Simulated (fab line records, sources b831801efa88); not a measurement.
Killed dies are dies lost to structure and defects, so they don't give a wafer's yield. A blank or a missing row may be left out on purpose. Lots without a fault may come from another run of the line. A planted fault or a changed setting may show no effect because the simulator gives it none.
A struck lot beside a sound one | flow sky130 | 17 steps out of a route of 708
Sound: wafers L495.1, L495.3, L495.6. Struck: wafers L505.1, L505.2, L505.3. The cause comes at the end.
At each step with rows: each side's tool, then ch and its chambers, then its first start. Under that, the readings that differ: sound wafers | struck wafers | difference of the means | sigmas: that difference in standard deviations of wafers without a fault.
alike: readings whose means differ by less than 2 such deviations, and words and numbers that are the same on both sides. not compared: withheld readings, readings that some wafer has no value for, bounds like >300 that may hide the same value, and numbers for which the record gives no deviation and whose values overlap.
The two part at a step that has a row with sigmas, a row that says differs or no value, or rows on one side only. Numbers that don't overlap but have no deviation are shown without sigmas and don't part them. A reading that every wafer of one side lacks parts them only if that side has two wafers or more.

first, 5 steps without rows for these wafers: SKY_VIA4_COAT_06 (resist thk 1140 nm); SKY_VIA4_SOFTBAKE_07 (time 60 s); SKY_VIA4_EXPOSE_08 (exposes mask VIM4, target cd 800 nm); SKY_VIA4_PEB_09; SKY_VIA4_DEVELOP_10 (develop time 60 s).
SKY_VIA4_OVL_MEAS_11:
  sound on overlay-02, day 45 14:30; struck on overlay-01, day 47 06:24
  alike: VIA4_OVL
SKY_VIA4_ETCH_12: etches SiO2 in C4F8/O2/Ar, stops on TiN, target depth 580 nm.
  sound on rie_diel-04 ch 1,2,3, day 45 14:32; struck on rie_diel-01 ch 1,2,3, day 47 06:26
  alike: oes_product_au
SKY_VIA4_STRIP_13: strips in O2/N2.
  sound on plasma_asher-03 ch 0,1, day 45 14:37; struck on plasma_asher-02 ch 0,1, day 47 06:31
  alike: drypump_motor_current_A, oes_product_au, strip_time_to_endpoint_s
  not compared: rf_hours_counter_h
then, 3 steps without rows for these wafers: SKY_VIA4_STRIP_14 (strips in post etch residue remover, time 1200 s); SKY_VIA4_CLEAN_15 (cleans in IPA, time 180 s); SKY_VIA4_CLEAN_16 (cleans in O3/DIW).
SKY_VIA4_SPUTTER_17: material TiN, target thk 20 nm, time 80 s.
  sound on pvd_sputter-03, day 45 15:13; struck on pvd_sputter-03, day 47 07:08
  alike: throttle_valve_pct
SKY_VIA4_CVD_18: deposits W, target thk 505 nm, time 152.14 s.
  sound on cvd_w-01 ch 0,1, day 45 15:17; struck on cvd_w-01 ch 0,1, day 47 07:11
  reading                            | sound                | struck               | difference | sigmas
  susceptor_temp_C (C)               | 399.61 400.25 399.91 | 397.09 397.00 396.93 | -2.92      | -13
  model.W_of_VIA4_CVD_18.thk_nm (nm) | 501.8 507.9 505.8    | 482.5 479.6 480.1    | -24.4      |
  alike: heater_power_w
SKY_VIA4_RS_MEAS_19: measures by four-point-probe.
  sound on film_metro-04, day 45 15:26; struck on film_metro-04, day 47 07:21
  reading            | sound                | struck               | difference | sigmas
  VIA4_W_RS (ohm/sq) | 0.2279 0.2258 0.2267 | 0.2372 0.2386 0.2388 | +0.0114    | +5
SKY_VIA4_THK_MEAS_20: measures by xrf.
  sound on film_metro-04, day 45 15:33; struck on film_metro-04, day 47 07:28
  reading         | sound       | struck      | difference | sigmas
  VIA4_W_THK (nm) | 513 515 517 | 490 484 487 | -28        | -4
SKY_VIA4_CMP_21: polishes, stops on SiO2, t overpolish 25 s, target thk 0 nm.
  sound on cmp-01 ch 0,2,3, day 45 15:40; struck on cmp-01 ch 0,1,2, day 47 07:35
  alike: motor_current_A, retaining_ring_pressure_frac
-- the record jumps here: 2 days lie between the struck wafers' starts before and after (it left off in module VIA4 and takes up again in module PAD_OPEN, whose first step shown is number 708 of the route) --
SKY_PAD_OPEN_PROBE_99:
  sound on prober-02, day 48 07:31; struck on prober-02, day 49 19:19
  alike: defect_limited_yield, killed_at_M0_to_M3, killed_at_M4_up, killed_at_contacts, killed_at_front_end, killed_at_other, killed_dies, killed_open, killed_short, sort_bin_3_pad_short, sort_bin_5_function, sort_bin_6_memory, sort_n_pass, sort_yield_pct

WHERE THEY PART
First at SKY_VIA4_CVD_18; last, within this record, at SKY_VIA4_THK_MEAS_20. Later steps at which nothing parts them and some readings are alike: SKY_VIA4_CMP_21, SKY_PAD_OPEN_PROBE_99.

WHY: what the simulator had put in
Process parameter drift: cvd_w-01, from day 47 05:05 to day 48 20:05, at SKY_VIA4_CVD_18. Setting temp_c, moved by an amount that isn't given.
